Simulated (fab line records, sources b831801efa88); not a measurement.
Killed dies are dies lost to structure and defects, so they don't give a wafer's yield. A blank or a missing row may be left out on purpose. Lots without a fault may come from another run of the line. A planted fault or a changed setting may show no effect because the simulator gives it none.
fab line records | flow sky130
record lots=6 wafers=18 last_day=49
route steps=708 shown LDD_P@263 LDD_HVN@267 LDD_HVP@278 PAD_OPEN@708
lots that met no fault: from a run of the same line without faults
start_h: hours from the record's first day to the start of the lot's first wafer shown | wait_h: hours since the lot's step before | " the same as in the row above | L1.1+2: a row that stands for several wafers | - no value, or no start given | * or withheld: withheld | < > ~ a bound
route shown NAME@n: a module of which the file shows steps, and the number in the route of the first | usual: mean/standard deviation of fault-free wafers | same: alike in all rows | chamber/n: place in a boat | sites: the reading at each site | _std_site: their standard deviation | _edge_site: outer sites' mean less inner sites' | radius_mm: how far each site lies from the wafer's centre | mask NAME#n: copy n | behind: the tool/chamber that last shaped the wafer | hold: why the lot was held/for how many hours/how that ended | device: the transistor (n, p or np) that didn't switch | end of line: the same wafers' tests at the end of the route | a step without rows: its recipe alone | killed: dies lost to structure and defects at the first sort, not the wafer's yield | map: a wafer's dies, x killed, . not, _ none there
set.NAME: the setting as run; set.NAME@STEP: as run at that earlier step | model.NAME: the simulator's own value behind a step, which no gauge read
lots at some steps of the route; a table a step, a row a wafer
services: from which hour (start_h, from the record's first day; less than 0 if before it) a tool's chamber was out of use, for how many hours, and why
## steps
# step SKY_LDD_P_OVL_MEAS_08
# usual LDD_P_OVL=0.8/1.3
# columns lot.wafer tool chamber start_h wait_h LDD_P_OVL[nm]
L920.4 overlay-01 - 455.27 0.1 0.0
L920.5 " - " " 0.0
L920.6 " - " " 2.8
L925.1 overlay-02 - 516.26 0.1 3.1
L925.2 " - " " 0.3
L925.4 " - " " 2.1
L929.1 overlay-02 - 529.10 0.1 1.6
L929.2 " - " " 1.0
L929.6 " - " " 2.8
L932.3 overlay-02 - 561.51 0.1 -0.4
L932.4 " - " " 0.0
L932.5 " - " " -0.3
L933.2 overlay-01 - 566.36 0.1 -1.9
L933.3 " - " " -1.4
L933.5 " - " " -1.2
L935.2 overlay-02 - 582.05 0.1 1.4
L935.3 " - " " -0.2
L935.4 " - " " 0.6
# step SKY_LDD_P_IMPLANT_09
# recipe species=BF2 energy_kev=25 dose_cm2=1e+13 tilt_deg=withheld
# step SKY_LDD_P_STRIP_10
# recipe chemistry=O2/N2 power_w=1400 pressure_mtorr=1500 platen_temp_c=withheld o2_flow_sccm=3000 n2_flow_sccm=300 overash_fraction=0.5
# usual drypump_motor_current_A=6.0/0.52 oes_product_au=0.716/0.0049 strip_time_to_endpoint_s=14.19/0.043
# same overash_fraction=0.5
# columns lot.wafer tool chamber start_h wait_h drypump_motor_current_A oes_product_au rf_hours_counter_h strip_time_to_endpoint_s
L920.4 plasma_asher-03 1 455.47 0.1 6.3 0.716 - 14.18
L920.5 " 1 " " 6.3 0.717 - 14.17
L920.6 " 0 " " 5.2 0.710 - 14.21
L925.1 plasma_asher-04 0 516.44 0.1 6.2 0.716 84 14.24
L925.2 " 1 " " 6.7 0.720 84 14.24
L925.4 " 1 " " 6.7 0.723 - 14.22
L929.1 plasma_asher-03 1 529.29 0.1 6.3 0.718 71 14.14
L929.2 " 0 " " 5.2 0.724 71 14.15
L929.6 " 1 " " 6.3 0.716 - 14.12
L932.3 plasma_asher-03 0 561.72 0.1 5.2 0.717 - 14.12
L932.4 " 1 " " 6.3 0.711 - 14.12
L932.5 " 0 " " 5.2 0.712 - 14.12
L933.2 plasma_asher-01 1 566.54 0.1 6.2 0.712 46 14.24
L933.3 " 0 " " 5.5 0.711 - 14.22
L933.5 " 1 " " 6.1 0.711 - 14.21
L935.2 plasma_asher-03 0 582.23 0.1 5.2 0.717 76 14.22
L935.3 " 0 " " 5.2 0.713 - 14.25
L935.4 " 1 " " 6.3 0.716 - 14.22
# step SKY_LDD_P_TW_MEAS_11
# usual LDD_P_TW=639/4.8
# columns lot.wafer tool chamber start_h wait_h LDD_P_TW
L920.4 film_metro-02 - 455.57 0.1 635
L920.5 " - " " 636
L920.6 " - " " 637
L925.1 film_metro-02 - 516.54 0.1 635
L925.2 " - " " 636
L925.4 " - " " 639
L929.1 film_metro-01 - 529.39 0.1 638
L929.2 " - " " 641
L929.6 " - " " 641
L932.3 film_metro-02 - 561.81 0.1 626
L932.4 " - " " 628
L932.5 " - " " 629
L933.2 film_metro-04 - 566.65 0.1 641
L933.3 " - " " 645
L933.5 " - " " 642
L935.2 film_metro-01 - 582.34 0.1 636
L935.3 " - " " 636
L935.4 " - " " 636
# step SKY_LDD_HVN_DEHYDRATE_00
# recipe temp_c=200 time_s=60
# step SKY_LDD_HVN_HMDS_01
# recipe prime_time_s=60 prime_temp_c=120
# step SKY_LDD_HVN_COAT_02
# recipe resist=NOVOLAK spin_rpm=3000 resist_thk_nm=300
# step SKY_LDD_HVN_SOFTBAKE_03
# recipe temp_c=90 time_s=60 resist=NOVOLAK
# step SKY_LDD_HVN_EXPOSE_04
# recipe mask_id=HVNTM na=0.6 source_shape=conventional sigma_outer=0.6 polarization=unpolarized target_cd_nm=700 dose_mj=127
# step SKY_LDD_HVN_PEB_05
# recipe temp_c=withheld time_s=* resist=NOVOLAK
# step SKY_LDD_HVN_DEVELOP_06
# recipe resist=NOVOLAK developer=TMAH develop_time_s=60 dev_temp_c=23
# step SKY_LDD_HVN_OVL_MEAS_07
# usual LDD_HVN_OVL=-0.7/1.3
# columns lot.wafer tool chamber start_h wait_h LDD_HVN_OVL[nm]
L920.4 overlay-02 - 485.39 0.1 -1.5
L920.5 " - " " -2.5
L920.6 " - " " -4.0
L925.1 overlay-02 - 546.87 0.1 0.4
L925.2 " - " " -0.9
L925.4 " - " " -0.8
L929.1 overlay-01 - 558.94 0.1 0.0
L929.2 " - " " -1.2
L929.6 " - " " -1.7
L932.3 overlay-02 - 591.79 0.1 -1.1
L932.4 " - " " -1.5
L932.5 " - " " -0.2
L933.2 overlay-02 - 595.58 0.1 0.2
L933.3 " - " " 0.3
L933.5 " - " " -0.1
L935.2 overlay-01 - 610.83 0.1 -0.4
L935.3 " - " " -2.5
L935.4 " - " " 0.9
# step SKY_LDD_HVN_IMPLANT_08
# recipe species=P energy_kev=60 dose_cm2=3e+13 tilt_deg=40
# usual dose_ions_cm2=2.999e+13/3.1e+10 end_station_pressure_torr=5.11e-06/2.8e-07 faraday_current_uA=169/3.5
# columns lot.wafer tool chamber start_h wait_h dose_ions_cm2 end_station_pressure_torr faraday_current_uA
L920.4 implanter-02 0 485.85 0.4 3.005e+13 5.01e-06 169
L920.5 " 0 " " 3.001e+13 4.79e-06 170
L920.6 " 0 " " 2.997e+13 5.17e-06 173
L925.1 implanter-03 0 546.91 0.0 2.998e+13 5.28e-06 171
L925.2 " 0 " " 3.004e+13 5.07e-06 166
L925.4 " 0 " " 2.998e+13 5.27e-06 169
L929.1 implanter-02 0 558.97 0.0 3e+13 4.89e-06 164
L929.2 " 0 " " 3.003e+13 5.03e-06 178
L929.6 " 0 " " 3e+13 5.38e-06 171
L932.3 implanter-03 0 591.86 0.1 1.859e+13 5.4e-06 106
L932.4 " 0 " " 1.863e+13 4.61e-06 103
L932.5 " 0 " " 1.861e+13 4.89e-06 104
L933.2 implanter-03 0 595.64 0.0 1.856e+13 5.36e-06 108
L933.3 " 0 " " 1.864e+13 4.52e-06 106
L933.5 " 0 " " 1.859e+13 5.32e-06 105
L935.2 implanter-02 0 610.89 0.0 2.996e+13 5.06e-06 172
L935.3 " 0 " " 2.998e+13 5.39e-06 168
L935.4 " 0 " " 2.994e+13 5.33e-06 173
# step SKY_LDD_HVN_STRIP_09
# recipe chemistry=O2/N2 power_w=1400 pressure_mtorr=1500 platen_temp_c=withheld o2_flow_sccm=3000 n2_flow_sccm=300 overash_fraction=0.5
# usual drypump_motor_current_A=6.1/0.42 oes_product_au=0.408/0.0046 strip_time_to_endpoint_s=4.135/0.015
# same overash_fraction=0.5
# columns lot.wafer tool chamber start_h wait_h drypump_motor_current_A oes_product_au rf_hours_counter_h strip_time_to_endpoint_s
L920.4 plasma_asher-01 1 485.96 0.1 6.1 0.406 - 4.160
L920.5 " 0 " " 5.5 0.414 - 4.151
L920.6 " 1 " " 6.1 0.413 - 4.141
L925.1 plasma_asher-04 1 547.06 0.1 6.7 0.407 87 4.131
L925.2 " 0 " " 6.2 0.406 87 4.122
L925.4 " 1 " " 6.7 0.418 - 4.129
L929.1 plasma_asher-01 1 559.12 0.1 6.1 0.409 46 4.116
L929.2 " 0 " " 5.5 0.409 46 4.107
L929.6 " 1 " " 6.1 0.412 - 4.144
L932.3 plasma_asher-04 1 591.99 0.1 6.7 0.404 - 4.121
L932.4 " 0 " " 6.2 0.410 - 4.155
L932.5 " 0 " " 6.2 0.403 - 4.123
L933.2 plasma_asher-02 1 595.76 0.1 5.8 0.419 16 4.161
L933.3 " 0 " " 5.6 0.409 - 4.134
L933.5 " 1 " " 5.8 0.401 - 4.147
L935.2 plasma_asher-04 1 611.01 0.1 6.7 0.410 93 4.107
L935.3 " 0 " " 6.2 0.400 - 4.145
L935.4 " 1 " " 6.7 0.409 - 4.127
# step SKY_LDD_HVN_TW_MEAS_10
# usual LDD_HVN_TW=1439/8.9
# columns lot.wafer tool chamber start_h wait_h LDD_HVN_TW
L920.4 film_metro-01 - 486.05 0.1 1447
L920.5 " - " " 1441
L920.6 " - " " 1447
L925.1 film_metro-01 - 547.16 0.1 1459
L925.2 " - " " 1465
L925.4 " - " " 1450
L929.1 film_metro-02 - 559.22 0.1 1421
L929.2 " - " " 1421
L929.6 " - " " 1421
L932.3 film_metro-03 - 592.08 0.1 1235
L932.4 " - " " 1223
L932.5 " - " " 1237
L933.2 film_metro-01 - 595.87 0.1 1238
L933.3 " - " " 1237
L933.5 " - " " 1241
L935.2 film_metro-01 - 611.12 0.1 1437
L935.3 " - " " 1446
L935.4 " - " " 1444
# step SKY_LDD_HVP_DEHYDRATE_00
# recipe temp_c=200 time_s=60
# step SKY_PAD_OPEN_PROBE_99
# usual killed_at_M0_to_M3=43/7.7 killed_at_M4_up=2.9/1.7 killed_at_contacts=24/5.5 killed_at_front_end=15/4 killed_at_other=0.4/0.66 killed_dies=86/9.4 killed_open=47/6.7 killed_short=38/6.2
# same gross_dies=492 killed_at_back_side=0
# columns lot.wafer tool chamber start_h wait_h killed_at_M0_to_M3 killed_at_M4_up killed_at_contacts killed_at_front_end killed_at_other killed_dies killed_open killed_short model.etest.tip_n_5v.rs_ohm_sq model.etest.nfet_g5v0d10v5.r_on_ohm_um model.etest.tip_n_5v.rs_ohm_sq_range model.etest.nfet_g5v0d10v5.drive_ua_um model.etest.nfet_05v0_nvt.drive_ua_um model.etest.nfet_g5v0d10v5.vt_sat_v model.etest.nfet_g5v0d10v5.vt_v
L920.4 prober-02 - 1093.10 0.2 33 5 30 21 4 93 53 37 1404 1884 43.44 602.2 568.9 0.7721 0.8304
L920.5 prober-02 - 1093.15 0.2 50 4 17 16 1 88 42 45 1394 1904 33.04 588.9 560.3 0.7816 0.8396
L920.6 prober-02 - 1093.20 0.2 51 4 20 10 0 85 56 29 1404 1906 29.24 584.2 563.1 0.7874 0.8455
L925.1 prober-01 - 1130.45 0.1 51 5 28 12 1 97 54 40 1411 1926 27.94 597 561.5 0.7802 0.8317
L925.2 prober-01 - 1130.50 0.1 42 2 24 18 0 86 48 33 1392 1924 35.12 596.2 568.9 0.7601 0.8151
L925.4 prober-01 - 1130.60 0.2 56 6 24 17 1 104 47 55 1405 1914 26.79 598.6 563.9 0.758 0.8139
L929.1 prober-02 - 1136.39 0.1 46 1 21 14 0 82 44 37 1404 1885 37.09 609.8 580.1 0.764 0.8188
L929.2 prober-02 - 1136.44 0.1 48 1 24 10 0 83 46 37 1396 1862 40.37 609.2 578.9 0.7607 0.8154
L929.6 prober-02 - 1136.64 0.2 33 1 30 15 1 80 47 33 1394 1901 25.96 602.2 578.1 0.7804 0.8344
L932.3 prober-02 - 1158.07 0.2 45 2 27 18 1 93 49 44 2045 1969 33.82 581.7 566.5 0.7918 0.8319
L932.4 prober-02 - 1158.12 0.2 26 2 18 15 0 61 40 21 2052 1949 60.66 586.4 568.8 0.7942 0.8299
L932.5 prober-02 - 1158.17 0.2 48 3 23 15 0 89 53 36 2052 1950 49.59 580 562.8 0.8182 0.857
L933.2 prober-01 - 1164.68 0.1 53 1 18 18 0 90 50 40 2039 1978 39.42 580.1 560 0.7919 0.8318
L933.3 prober-01 - 1164.73 0.2 37 3 28 14 0 82 48 34 2023 2021 83.3 577.7 564.2 0.7931 0.8331
L933.5 prober-01 - 1164.83 0.2 48 1 32 10 0 91 52 39 2036 1995 55.75 576.8 562.1 0.7922 0.8318
L935.2 prober-01 - 1170.55 0.1 32 2 28 15 1 78 44 34 1392 1868 31.44 607.2 578.5 0.7648 0.8191
L935.3 prober-01 - 1170.60 0.2 35 3 38 20 1 97 55 41 1389 1852 40.87 610.2 584.4 0.7558 0.8144
L935.4 prober-01 - 1170.65 0.2 34 2 25 12 0 73 40 33 1384 1852 21.03 613.4 585 0.7634 0.8203
# killed by level:class
L920.4 CONTACT:geometric_particle:open=16 LI_CONTACT:geometric_particle:open=8 VIA3:geometric_particle:open=7 VIA1:geometric_particle:short=6 POLY_GATE:geometric_particle:open=5 METAL1:geometric_particle:short=5 CONTACT:geometric_particle:short=5 POLY_GATE:geometric_particle:short=4
L920.5 CONTACT:geometric_particle:open=9 VIA1:geometric_particle:open=8 VIA1:geometric_particle:short=8 VIA2:geometric_particle:open=7 VIA3:geometric_particle:open=6 METAL1:geometric_particle:short=6 METAL2:geometric_particle:short=5 FIELD_ISO:geometric_particle:open=4
L920.6 VIA1:geometric_particle:open=15 VIA3:geometric_particle:open=10 VIA2:geometric_particle:open=8 CONTACT:geometric_particle:open=7 LI_CONTACT:geometric_particle:open=6 METAL1:geometric_particle:short=4 FIELD_ISO:geometric_particle:open=3 VIA1:geometric_particle:short=3
L925.1 CONTACT:geometric_particle:open=13 VIA1:geometric_particle:open=12 VIA1:geometric_particle:short=11 LI_CONTACT:geometric_particle:open=7 FIELD_ISO:geometric_particle:open=6 VIA2:geometric_particle:open=6 LI_CONTACT:geometric_particle:short=5 METAL2:geometric_particle:short=4
L925.2 CONTACT:geometric_particle:open=11 VIA1:geometric_particle:open=10 FIELD_ISO:geometric_particle:open=7 METAL1:geometric_particle:short=7 LI_CONTACT:geometric_particle:open=5 VIA2:geometric_particle:open=5 LI_CONTACT:geometric_particle:short=4 VIA1:geometric_particle:short=4
L925.4 VIA1:geometric_particle:open=13 VIA1:geometric_particle:short=11 FIELD_ISO:geometric_particle:short=9 LI_CONTACT:geometric_particle:open=7 METAL2:geometric_particle:short=7 CONTACT:geometric_particle:open=6 VIA3:geometric_particle:open=6 FIELD_ISO:geometric_particle:open=5
L929.1 VIA2:geometric_particle:open=8 CONTACT:geometric_particle:open=7 VIA3:geometric_particle:open=7 METAL1:geometric_particle:short=6 VIA1:geometric_particle:open=6 VIA3:geometric_particle:short=5 FIELD_ISO:geometric_particle:short=4 LI_CONTACT:geometric_particle:open=4
L929.2 VIA3:geometric_particle:open=10 CONTACT:geometric_particle:open=9 VIA1:geometric_particle:open=8 VIA1:geometric_particle:short=6 VIA2:geometric_particle:open=6 CONTACT:geometric_particle:short=5 LI_CONTACT:geometric_particle:open=4 METAL1:geometric_particle:open=4
L929.6 CONTACT:geometric_particle:open=10 VIA1:geometric_particle:open=9 VIA3:geometric_particle:open=6 LI_CONTACT:geometric_particle:open=5 LI_CONTACT:geometric_particle:short=5 LOCAL_INTERCONNECT:geometric_particle:short=5 FIELD_ISO:geometric_particle:short=4 VIA2:geometric_particle:open=4
L932.3 CONTACT:geometric_particle:open=10 VIA2:geometric_particle:open=8 VIA3:geometric_particle:open=7 VIA1:geometric_particle:open=7 METAL2:geometric_particle:short=7 POLY_GATE:geometric_particle:short=6 LI_CONTACT:geometric_particle:open=6 LOCAL_INTERCONNECT:geometric_particle:short=6
L932.4 CONTACT:geometric_particle:open=10 VIA3:geometric_particle:open=6 FIELD_ISO:geometric_particle:open=5 VIA2:geometric_particle:open=5 POLY_GATE:geometric_particle:short=5 VIA1:geometric_particle:open=5 LI_CONTACT:geometric_particle:open=4 VIA2:geometric_particle:short=3
L932.5 VIA3:geometric_particle:open=11 CONTACT:geometric_particle:open=9 METAL1:geometric_particle:short=8 LI_CONTACT:geometric_particle:open=8 VIA2:geometric_particle:open=8 VIA1:geometric_particle:open=7 VIA1:geometric_particle:short=4 SPACER:geometric_particle:short=4
L933.2 VIA1:geometric_particle:open=13 METAL1:geometric_particle:short=9 LI_CONTACT:geometric_particle:open=8 CONTACT:geometric_particle:open=7 FIELD_ISO:geometric_particle:short=6 VIA2:geometric_particle:open=6 VIA3:geometric_particle:open=6 VIA2:geometric_particle:short=5
L933.3 VIA1:geometric_particle:open=13 CONTACT:geometric_particle:open=9 VIA2:geometric_particle:open=7 LOCAL_INTERCONNECT:geometric_particle:short=6 CONTACT:geometric_particle:short=6 FIELD_ISO:geometric_particle:short=3 LOCAL_INTERCONNECT:geometric_particle:open=3 METAL1:geometric_particle:open=3
L933.5 LI_CONTACT:geometric_particle:open=10 METAL1:geometric_particle:short=10 LOCAL_INTERCONNECT:geometric_particle:short=9 VIA1:geometric_particle:open=9 VIA3:geometric_particle:open=7 CONTACT:geometric_particle:open=6 VIA2:geometric_particle:open=6 POLY_GATE:geometric_particle:open=5
L935.2 CONTACT:geometric_particle:open=9 LI_CONTACT:geometric_particle:open=8 VIA2:geometric_particle:open=7 POLY_GATE:geometric_particle:open=5 CONTACT:geometric_particle:short=5 VIA3:geometric_particle:open=5 FIELD_ISO:geometric_particle:short=4 METAL1:geometric_particle:short=4
L935.3 CONTACT:geometric_particle:open=18 VIA1:geometric_particle:short=7 CONTACT:geometric_particle:short=6 VIA1:geometric_particle:open=6 POLY_GATE:geometric_particle:open=5 LI_CONTACT:geometric_particle:open=5 LOCAL_INTERCONNECT:geometric_particle:short=5 VIA3:geometric_particle:open=5
L935.4 CONTACT:geometric_particle:open=12 VIA1:geometric_particle:open=7 VIA1:geometric_particle:short=5 POLY_GATE:geometric_particle:short=4 LI_CONTACT:geometric_particle:open=4 CONTACT:geometric_particle:short=4 METAL2:geometric_particle:short=4 POLY_GATE:geometric_particle:open=3
## services
# columns tool chamber start_h hours kind
plasma_asher-01 - 458.78 8.1 repair
plasma_asher-03 - 475.92 3.0 repair
implanter-03 - 479.74 6.4 pm
plasma_asher-03 - 492.63 7.9 repair
plasma_asher-02 - 512.16 2.7 pm
implanter-03 - 518.11 3.1 repair
plasma_asher-02 - 575.01 9.5 repair
implanter-03 - 601.23 0.6 repair
implanter-03 - 603.69 23.2 pm
plasma_asher-04 - 604.98 2.0 repair
## key
first_sign step=SKY_LDD_HVN_IMPLANT_08 reading=dose_ions_cm2 direction=down sigmas=99+ usual=* struck=*
effect step=SKY_LDD_HVN_IMPLANT_08 reading=faraday_current_uA direction=down sigmas=18 usual=169 struck=105
effect step=SKY_LDD_HVN_TW_MEAS_10 reading=LDD_HVN_TW direction=down sigmas=23 usual=1439 struck=1235
model_effect step=SKY_PAD_OPEN_PROBE_99 value=etest.tip_n_5v.rs_ohm_sq without=1408 struck=2041
met_at SKY_LDD_HVN_IMPLANT_08
struck_wafers L932.3,L932.4,L932.5,L933.2,L933.3,L933.5
tester_left_out L932,L933
onset_between 546.91 591.86
fault kind=process_parameter_drift tool=implanter-03 chamber=- onset_h=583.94 steps=SKY_LDD_HVN_IMPLANT_08 channel=dose_cm2 offset=* shape=step end_h=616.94 acts_in=* stated=*
# tester_left_out: of these lots the tester's yield and bins aren't shown, on N5 and GAA mostly nor the transistor test; their killed dies are dies lost to structure and defects alone, not to doping, threshold or leakage, so they don't give the yield
